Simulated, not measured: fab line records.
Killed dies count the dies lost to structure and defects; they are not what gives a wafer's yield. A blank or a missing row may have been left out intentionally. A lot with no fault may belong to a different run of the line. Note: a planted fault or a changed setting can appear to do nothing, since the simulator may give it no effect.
What tool caused it? -- flow sky130 -- 38 wafers from 13 lots sampled at 4 of the route's 708 steps

== WHAT THE GAUGES READ, wafer by wafer ==
SKY_POLY_CUT_CD_MEAS_08 targets a cd of 270 nm. Usual: cd-nm at 270.1 nm, with a standard deviation of 1.4.
lot,measured,on,cd-nm (nm),flag
L567,day 25 09:02,cd-sem-01,271.1 270.7 270.3,
L568,day 25 06:11,cd-sem-01,271.2 270.3 269.5,
L569,day 25 04:59,cd-sem-01,270.4 269.4 269.3,
L570,day 25 10:04,cd-sem-01,271.6 271.6 272.0,
L579,day 28 14:23,cd-sem-02,267.9 265.8 267.2,
L580,day 29 03:12,cd-sem-02,268.4 269.1 268.1,
L582,day 29 15:46,cd-sem-02,270.5 270.3 269.7,
L584,day 31 19:10,cd-sem-02,269.3 268.3 269.1,
L585,day 31 20:45,cd-sem-01,271.3 270.8,
L586,day 31 17:47,cd-sem-02,270.2 270.9 270.2,
L587,day 31 18:32,cd-sem-01,269.0 271.4 269.5,
L588,day 31 20:38,cd-sem-02,271.3 272.1 272.0,
L589,day 31 21:34,cd-sem-01,271.6 270.5 270.4,

SKY_SD_N_OVL_MEAS_08. Usual: SD_N_OVL gives -0.6 nm (standard deviation 1.7).
lot,measured,on,SD_N_OVL (nm),flag
L567,day 28 23:53,overlay-01,0.6 -0.4 2.1,
L568,day 28 22:11,overlay-02,-1.8 -1.0 -2.7,
L569,day 28 20:24,overlay-01,3.4 0.4 2.7,
L570,day 29 00:32,overlay-02,0.4 -1.1 -0.9,
L579,day 32 02:48,overlay-02,-3.1 -2.8 -4.0,
L580,day 32 13:56,overlay-02,-2.2 -2.3 -1.9,
L582,day 33 02:02,overlay-02,-0.6 0.7 -0.6,
L584,day 35 03:15,overlay-02,1.0 -0.4 -1.3,
L585,day 35 05:31,overlay-01,-1.6 -1.1,
L586,day 35 01:38,overlay-01,-2.2 1.4 -1.3,
L587,day 35 02:38,overlay-02,1.0 1.1 -0.3,
L588,day 35 05:13,overlay-01,-0.5 0.7 -0.7,
L589,day 35 05:56,overlay-01,0.0 -0.1 -1.7,

SKY_LOCAL_INTERCONNECT_CD_MEAS_11 targets a cd of 170 nm. Usual: cd-nm at 170.2 nm, with a standard deviation of 1.4.
lot,measured,on,cd-nm (nm),flag
L567,day 31 11:00,cd-sem-01,171.6 168.9 170.2,
L568,day 31 09:27,cd-sem-02,169.1 168.3 168.3,
L569,day 31 08:59,cd-sem-01,171.5 171.2 171.6,
L570,day 31 11:56,cd-sem-02,170.0 169.8 170.1,
L579,day 34 12:45,cd-sem-02,169.2 170.7 170.2,
L580,day 34 21:34,cd-sem-01,166.6 167.7 168.6,
L582,day 35 09:25,cd-sem-02,170.1 171.0 170.8,
L584,day 37 10:02,cd-sem-02,170.5 169.5 170.4,
L585,day 37 12:26,cd-sem-01,171.0 171.4,
L586,day 37 07:29,cd-sem-01,170.6 169.7 170.2,
L587,day 37 09:29,cd-sem-02,169.1 169.2 169.3,
L588,day 37 11:36,cd-sem-02,169.2 172.3 170.3,
L589,day 37 13:07,cd-sem-02,169.7 171.2 170.8,

== TOOL THAT RAN EACH LOT (tool first, then ch and the chambers of the sampled wafers, then the start) ==
lot,SKY_FIELD_ISO_WET_ETCH_30
L567,"wet-bench-03 ch 0, day 3 01:46"
L568,"wet-bench-01 ch 0, day 3 02:08"
L569,"wet-bench-01 ch 2, day 3 02:08"
L570,"wet-bench-01 ch 1, day 3 03:16"
L579,"wet-bench-03 ch 1, day 5 02:07"
L580,"wet-bench-03 ch 0, day 5 07:35"
L582,"wet-bench-02 ch 1, day 5 20:02"
L584,"wet-bench-02 ch 3, day 6 02:49"
L585,"wet-bench-03 ch 1, day 6 09:25"
L586,"wet-bench-02 ch 2, day 6 13:56"
L587,"wet-bench-02 ch 2, day 6 19:10"
L588,"wet-bench-02 ch 2, day 6 22:22"
L589,"wet-bench-02 ch 0, day 7 04:56"
- SKY_FIELD_ISO_WET_ETCH_30: etches SiO2 in dHF, target depth 25 nm, time 50 s.

== AS READ BY THE TOOLS THEMSELVES (means over the sampled wafers that have a number; for cases with no such wafer, the mark the record gives instead) ==
SKY_FIELD_ISO_WET_ETCH_30. Usual: bath-heat-duty-pct 6.0 %, standard deviation 0.59; temp-c 25.00 C, standard deviation 0.12.
lot,tool,bath-heat-duty-pct (%),temp-c (C),flag
L567,wet-bench-03,5.3,24.96,
L568,wet-bench-01,6.0,25.18,
L569,wet-bench-01,6.4,24.96,
L570,wet-bench-01,0.0,13.68,OFF
L579,wet-bench-03,6.2,25.00,
L580,wet-bench-03,5.7,24.85,
L582,wet-bench-02,5.9,24.96,
L584,wet-bench-02,5.9,25.06,
L585,wet-bench-03,6.7,25.22,
L586,wet-bench-02,6.2,24.96,
L587,wet-bench-02,5.5,25.02,
L588,wet-bench-02,5.8,24.97,
L589,wet-bench-02,6.2,24.93,

== THE ANSWER, worked out from the rows above alone ==
Rule: take the mean of a lot's wafers that have a number; if it is more than 3 standard deviations from the usual mean, the lot is off. A lot without any number at a reading at which 4 lots or more have one is off too. Any other lot the step has rows for is counted as sound. After the gauges, taken in route order, come the tools' own readings; for these a lot's mean is taken, as printed above. At the first step where some lot is off, the reading lying furthest off is the one used; lots without a number count as furthest.
Off, at SKY_FIELD_ISO_WET_ETCH_30 on temp-c: L570.
A tool fits if, at that step or a process step before it, it ran every lot that is off, and no sound lot after the first of them. One fits: SKY_FIELD_ISO_WET_ETCH_30 on wet-bench-01. Its last sound lot is L568 (day 3 02:08), its first lot that is off L570 (day 3 03:16): a fault that began between those two fits.
The tool's own readings at SKY_FIELD_ISO_WET_ETCH_30 bear it out: on the lots that are off they differ by more than 5 times the standard deviation of the sound lots' means. bath-heat-duty-pct reads 0.0 % there against 6.0 % on the sound lots; temp-c reads 13.68 C there against 25.01 C on the sound lots.

== WHAT THE SIMULATOR PUT IN ==
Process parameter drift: wet-bench-01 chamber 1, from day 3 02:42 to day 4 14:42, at SKY_FIELD_ISO_WET_ETCH_30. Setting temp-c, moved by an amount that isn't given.
Lots struck among those shown: L570. The rule given above showed the same thing.
